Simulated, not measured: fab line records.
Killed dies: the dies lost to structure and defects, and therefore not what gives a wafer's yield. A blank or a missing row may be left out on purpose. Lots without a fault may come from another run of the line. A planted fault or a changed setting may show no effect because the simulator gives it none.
What tool caused it?	flow gf180mcu	13 lots, 39 wafers sampled, at 5 steps of a route of 602

## WHAT EACH GAUGE READ, for each wafer
GF_VT_IMPLANT_TW_MEAS_21.
lot	measured	on	VT_IMPLANT_2_TW
L912	day 6 03:42	film-metro-01	1224 1230 1225
L914	day 6 17:55	film-metro-04	1221 1218 1219
L915	day 7 05:25	film-metro-01	1242 1236 1237
L916	day 7 15:34	film-metro-01	1239 1230 1238
L917	day 7 16:17	film-metro-04	1225 1219 1227
L918	day 7 20:18	film-metro-04	1219 1227 1226
L921	day 8 20:06	film-metro-04	1214 1216 1216
L923	day 9 02:14	film-metro-03	1228 1230 1219
L927	day 10 05:29	film-metro-03	1096 1088 1085
L928	day 10 13:14	film-metro-04	1097 1099 1106
L929	day 10 19:10	film-metro-03	1229 1222 1221
L931	day 11 07:19	film-metro-03	1225 1224 1226
L935	day 12 13:36	film-metro-03	1223 1226 1218

GF_VT_IMPLANT_OVL_MEAS_40.
lot	measured	on	VT_IMPLANT_03_OVL (nm)
L912	day 7 10:14	overlay-02	0.9 0.6 1.4
L914	day 8 01:07	overlay-02	0.1 1.1 0.8
L915	day 8 12:39	overlay-01	2.3 2.4 1.7
L916	day 9 00:04	overlay-01	0.7 -0.9 -0.8
L917	day 9 01:39	overlay-02	1.3 -0.3 -0.1
L918	day 9 06:36	overlay-01	-1.9 -1.7 -2.1
L921	day 10 05:50	overlay-02	2.1 2.4 0.9
L923	day 10 13:22	overlay-02	-1.0 0.4 0.5
L927	day 11 18:15	overlay-02	0.8 1.1 1.1
L928	day 12 03:30	overlay-01	1.1 -0.1 1.4
L929	day 12 08:31	overlay-01	2.0 0.3 0.3
L931	day 12 21:35	overlay-01	-1.5 -3.5 -1.1
L935	day 14 05:32	overlay-01	2.2 1.0 1.1

GF_VT_IMPLANT_RS_MEAS_47: measurement is done with a four-point probe.
lot	measured	on	NWELL_RS (ohm/sq)
L912	day 7 10:51	film-metro-01	487.3 488.8 488.6
L914	day 8 01:45	film-metro-02	490.7 491.9 490.2
L915	day 8 13:16	film-metro-03	485.1 487.8 487.4
L916	day 9 00:42	film-metro-03	485.7 484.2 486.1
L917	day 9 02:16	film-metro-01	489.2 488.2 490.2
L918	day 9 07:13	film-metro-02	487.2 486.0 487.9
L921	day 10 06:29	film-metro-02	485.6 487.4 485.8
L923	day 10 14:00	film-metro-02	487.3 488.9 488.1
L927	day 11 18:53	film-metro-03	487.3 488.0 488.1
L928	day 12 04:07	film-metro-01	486.3 487.4 485.1
L929	day 12 09:09	film-metro-02	486.4 486.1 486.9
L931	day 12 22:14	film-metro-02	487.0 486.3 486.9
L935	day 14 06:09	film-metro-01	487.8 488.3 485.9

## WHAT TOOL EACH LOT RAN ON (gives the tool, then ch and the chambers of the sampled wafers, and finally the start)
lot	GF_NWELL_STRIP_10	GF_VT_IMPLANT_IMPLANT_19
L912	plasma-asher-01 ch 0,1, day 3 06:48	implanter-04 ch 0, day 6 03:27
L914	plasma-asher-02 ch 0,1, day 3 18:01	implanter-03 ch 0, day 6 17:40
L915	plasma-asher-02 ch 0,1, day 4 03:42	implanter-04 ch 0, day 7 05:10
L916	plasma-asher-01 ch 0,1, day 4 12:07	implanter-03 ch 0, day 7 15:19
L917	plasma-asher-04 ch 0,1, day 4 12:48	implanter-02 ch 0, day 7 16:02
L918	plasma-asher-02 ch 0,1, day 4 16:48	implanter-02 ch 0, day 7 20:03
L921	plasma-asher-04 ch 0,1, day 5 12:42	implanter-04 ch 0, day 8 19:53
L923	plasma-asher-04 ch 0, day 5 19:00	implanter-03 ch 0, day 9 02:01
L927	plasma-asher-02 ch 0,1, day 6 17:00	implanter-02 ch 0, day 10 05:16
L928	plasma-asher-04 ch 0,1, day 7 00:29	implanter-02 ch 0, day 10 12:59
L929	plasma-asher-04 ch 0,1, day 7 04:37	implanter-03 ch 0, day 10 18:57
L931	plasma-asher-01 ch 0,1, day 7 15:57	implanter-03 ch 0, day 11 07:04
L935	plasma-asher-02 ch 0,1, day 8 16:48	implanter-04 ch 0, day 12 13:21
- GF_NWELL_STRIP_10: strips in O2/N2.
- GF_VT_IMPLANT_IMPLANT_19

## AS READ BY THE TOOLS THEMSELVES (means over the sampled wafers that have a number; for cases with no such wafer, the mark the record gives instead)
GF_NWELL_STRIP_10.
lot	tool	drypump-motor-current-A (A)	heater-power-w (W)	oes-product-au (a.u.)	strip-time-to-endpoint-s (s)
L912	plasma-asher-01	6.5	330	0.719	36.93
L914	plasma-asher-02	5.5	357	0.721	36.90
L915	plasma-asher-02	5.7	341	0.724	36.93
L916	plasma-asher-01	6.5	330	0.721	36.87
L917	plasma-asher-04	6.1	360	0.723	36.91
L918	plasma-asher-02	5.6	360	0.721	36.90
L921	plasma-asher-04	5.8	353	0.723	36.93
L923	plasma-asher-04	5.5	340	0.723	36.88
L927	plasma-asher-02	5.7	339	0.722	36.93
L928	plasma-asher-04	5.8	352	0.724	37.01
L929	plasma-asher-04	5.8	351	0.718	37.08
L931	plasma-asher-01	6.1	309	0.722	36.75
L935	plasma-asher-02	5.5	356	0.724	36.90

GF_VT_IMPLANT_IMPLANT_19.
lot	tool	tilt-deg (degrees)
L912	implanter-04	7.025
L914	implanter-03	7.004
L915	implanter-04	7.013
L916	implanter-03	6.997
L917	implanter-02	7.009
L918	implanter-02	6.993
L921	implanter-04	6.987
L923	implanter-03	6.988
L927	implanter-02	0.030
L928	implanter-02	0.017
L929	implanter-03	6.978
L931	implanter-03	7.015
L935	implanter-04	7.008

## THE ANSWER, worked out from the rows above alone
Rule: the lots themselves supply what counts as usual. The widest of any qualifying gaps counts: lots, ordered by their means at a reading, are off when they make up no more than a third of the lots, leave a main group of 4 or more, and stand apart from it by 3 or more times the standard deviation of that group's means. A main group is skipped when, at the precision printed for the reading in the tables above, its means are all equal. A lot without any number at a reading at which 4 lots or more have one is off too. Any other lot the step has rows for is counted as sound. Order of review: gauges by route order, followed by the tools' own readings, for which a lot's mean as printed above is used. The first step at which some lot is off is used, and at that step the reading that is off furthest; a lot without a number counts as furthest.
Off: L927, L928, seen at GF_VT_IMPLANT_TW_MEAS_21 (VT_IMPLANT_2_TW). Main group: mean 1225, sd 6.2.
If a tool, at a process step before that reading, ran all the lots that are off and no sound lot after the first of them, it fits. Not tried: the gauges at GF_VT_IMPLANT_TW_MEAS_21; whatever is off there is also off at GF_VT_IMPLANT_IMPLANT_19, on other tools, and gauge error can't account for it. One fits: implanter-02 at GF_VT_IMPLANT_IMPLANT_19. A fault onset in the window from L918 (day 7 20:03, its last sound lot) to L927 (day 10 05:16, its first lot off) fits.
The tool's own readings at GF_VT_IMPLANT_IMPLANT_19 bear it out: on the lots that are off they differ by more than 5 times the standard deviation of the sound lots' means. tilt-deg reads 0.024 degrees there against 7.002 degrees on the sound lots.

## WHAT THE SIMULATOR HAD INSERTED
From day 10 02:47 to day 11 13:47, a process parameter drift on implanter-02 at GF_VT_IMPLANT_IMPLANT_19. From 7, the setting tilt-deg moved by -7. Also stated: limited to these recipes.
Shown lots that were struck: L927, L928. The rule above reached the same finding.
